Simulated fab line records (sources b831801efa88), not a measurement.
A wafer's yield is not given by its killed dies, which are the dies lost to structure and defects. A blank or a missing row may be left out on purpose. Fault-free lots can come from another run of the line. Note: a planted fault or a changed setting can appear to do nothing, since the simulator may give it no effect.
One fault through the eyes of 2 desks || flow sky130 || what lay behind the numbers comes last; until then each desk has only its own

== THE METROLOGY DESK ==
Means of the sampled wafers that have a number, per lot and without regard to the tool the lot ran on: this is what the gauges read. Marked OUT: a lot whose mean sits more than 4 standard deviations from the usual mean, which makes it out of limits; the brackets give that distance.
Columns: A = GATE_OXIDE_TW at SKY_GATE_OXIDE_TW_MEAS_14, usual 224.4; B = LDD_N_TW at SKY_LDD_N_TW_MEAS_17, usual 2592
{"lot": "L935", "first seen here": "day 14 08:28", "A": 223.3, "B": 2535}
{"lot": "L937", "first seen here": "day 15 04:17", "A": 228.0, "B": 2546}
{"lot": "L938", "first seen here": "day 15 13:31", "A": 225.5, "B": 2543}
{"lot": "L939", "first seen here": "day 15 18:04", "A": 228.3, "B": 2624}
{"lot": "L943", "first seen here": "day 17 05:15", "A": 224.1, "B": 2617}
{"lot": "L944", "first seen here": "day 17 12:30", "A": 224.5, "B": 2555}
{"lot": "L947", "first seen here": "day 18 18:39", "A": 219.5, "B": 2597}
{"lot": "L948", "first seen here": "day 19 05:13", "A": 221.0, "B": 2625}
{"lot": "L950", "first seen here": "day 19 21:35", "A": 227.2, "B": 2554}
{"lot": "L954", "first seen here": "day 21 11:42", "A": 225.1, "B": 2561}
{"lot": "L955", "first seen here": "day 21 20:29", "A": 221.6, "B": 2604}
{"lot": "L956", "first seen here": "day 22 02:35", "A": 221.1, "B": 2612}
This desk's verdict: no lot among the 12 shows anything out of limits.

== FOR THE TOOL OWNER'S DESK: plasma_asher-02 ==
The tool's own readings at SKY_LDD_N_STRIP_16 (strips in O2/N2): means of the sampled wafers that have a number, for each lot that ran on this tool. Marked OUT: a lot whose mean sits more than 4 standard deviations from the usual mean, which makes it out of limits; the brackets give that distance.
Columns: A = drypump_motor_current_A at SKY_LDD_N_STRIP_16, usual 5.88 A; B = o2_flow_sccm at SKY_LDD_N_STRIP_16, usual 3001 sccm; C = oes_product_au at SKY_LDD_N_STRIP_16, usual 0.406 a.u.; D = strip_time_to_endpoint_s at SKY_LDD_N_STRIP_16, usual 4.316 s
{"lot": "L935", "first seen here": "day 18 08:22", "A": 5.82, "B": 2998, "C": 0.411, "D": 4.308}
{"lot": "L939", "first seen here": "day 19 19:55", "A": 5.81, "B": 2990, "C": 0.399, "D": 4.317}
{"lot": "L944", "first seen here": "day 21 23:29", "A": 5.85, "B": 3005, "C": 0.405, "D": 4.312}
{"lot": "L950", "first seen here": "day 24 01:32", "A": 5.92, "B": 2990, "C": "0.650 (+52) OUT", "D": "-"}
{"lot": "L956", "first seen here": "day 26 05:19", "A": 5.83, "B": 3003, "C": 0.407, "D": 4.332}
Finding of this desk: L950 out of limits; the first was L950 at day 24 01:32, on oes_product_au at SKY_LDD_N_STRIP_16. Within limits: L935, L939, L944, L956.

== ALL TOGETHER ==
The tool owner's desk could have raised an alarm at day 24 01:32, on L950.
Nothing out of limits was seen by the metrology desk.
The metrology desk holds a record of L950, inside its limits.
On plasma_asher-02, each named lot ran SKY_LDD_N_STRIP_16.

== WHAT THE SIMULATOR HAD INSERTED ==
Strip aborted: plasma_asher-02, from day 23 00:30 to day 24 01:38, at SKY_LDD_N_STRIP_16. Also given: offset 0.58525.
Lots struck among those shown: L950.
Delay in hours, fault start to first out-of-limits reading, by desk: the tool owner's desk at 25.
